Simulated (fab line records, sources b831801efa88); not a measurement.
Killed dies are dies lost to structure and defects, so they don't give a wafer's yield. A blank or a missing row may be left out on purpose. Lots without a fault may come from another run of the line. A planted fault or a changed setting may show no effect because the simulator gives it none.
Problem report in the 8D (eight disciplines) form, filled by code | flow gf180mcu | the parts of the form that need people (team, actions taken, sign-off) are left out

1. THE PROBLEM
oes_product_au at GF_V1_ETCH_16 reads a mean of 0.825 a.u. on 1 wafer of 1 lot; wafers without a fault read 0.853 a.u. with a standard deviation of 0.0049. That is -5.7 standard deviations from the usual mean.
The step: etches BARC in N2/H2.
First seen on wafer L366.5, day 20 22:03, on rie_diel-04. The record holds 38 wafers of 13 lots with a number at this step. Rule for "out", or "out of limits": more than 4 standard deviations from the usual mean. The other wafers with a number count as sound.

2. WHAT IT IS AND WHAT IT IS NOT
question                    | is                | is not
which readings at this step | oes_product_au    | drypump_motor_current_A
which lots                  | L366              | L359, L360, L361, L362, L371, L372, L376, L377, L378, L380, L381, L382
which wafers of those lots  | L366.5            | L366.3
read on which tools         | rie_diel-04       | rie_diel-01, rie_diel-02
when                        | from day 20 22:03 | up to then (13 sound wafers); but 24 sound wafers of L371, L372, L376, L377, L378, L380, L381, L382 came after

3. SUSPECTS, AND WHAT RULES EACH OUT
Counting: a tool at a process step up to the reading stays a suspect if it ran every lot that is out. Sound lots after the first of them don't rule it out here, since some wafers of a struck lot are sound.
- plasma_asher-02 at GF_M1_STRIP_17 (strips in O2/N2): kept. It ran the lot that is out, L366 (day 19 19:57); its last sound lot up to then is L362 (day 18 13:12).
- rie_diel-04 at GF_V1_ETCH_16 (etches BARC in N2/H2): kept. It ran the lot that is out, L366 (day 20 22:03); its last sound lot up to then is L360 (day 19 05:00). Its own readings are out on those wafers: oes_product_au.
Left after counting: plasma_asher-02 at GF_M1_STRIP_17, rie_diel-04 at GF_V1_ETCH_16.

4. THE CAUSE (what the simulator had put in)
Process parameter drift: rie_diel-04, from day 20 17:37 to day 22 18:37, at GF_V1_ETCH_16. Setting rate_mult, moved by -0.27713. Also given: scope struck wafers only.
Counting left 2 suspects, and this tool is among them.

5. THE CHAIN OF EFFECTS, in route order
Each row: a reading whose mean over the struck wafers that have a number lies more than 3 standard deviations from the usual. Only readings for which the record gives a usual standard deviation are gone through. hours: the time from each lot's start at the first step in this table that gives one to its start at this step, as a median over the lots. sigmas: the change in usual standard deviations.
hours | step          | reading            | usual      | on struck wafers | change | sigmas
0     | GF_V1_ETCH_16 | oes_product_au     | 0.853 a.u. | 0.825            | -0.028 | -5.7
0     | GF_V1_ETCH_16 | throttle_valve_pct | 13.224 %   | 13.193           | -0.031 | -3.3
The process steps in it:
- GF_V1_ETCH_16: etches BARC in N2/H2.

6. WHAT WOULD HAVE CAUGHT IT SOONER
In this record the first reading out of limits was taken at day 20 22:03, 4 hours after the fault began at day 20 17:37.
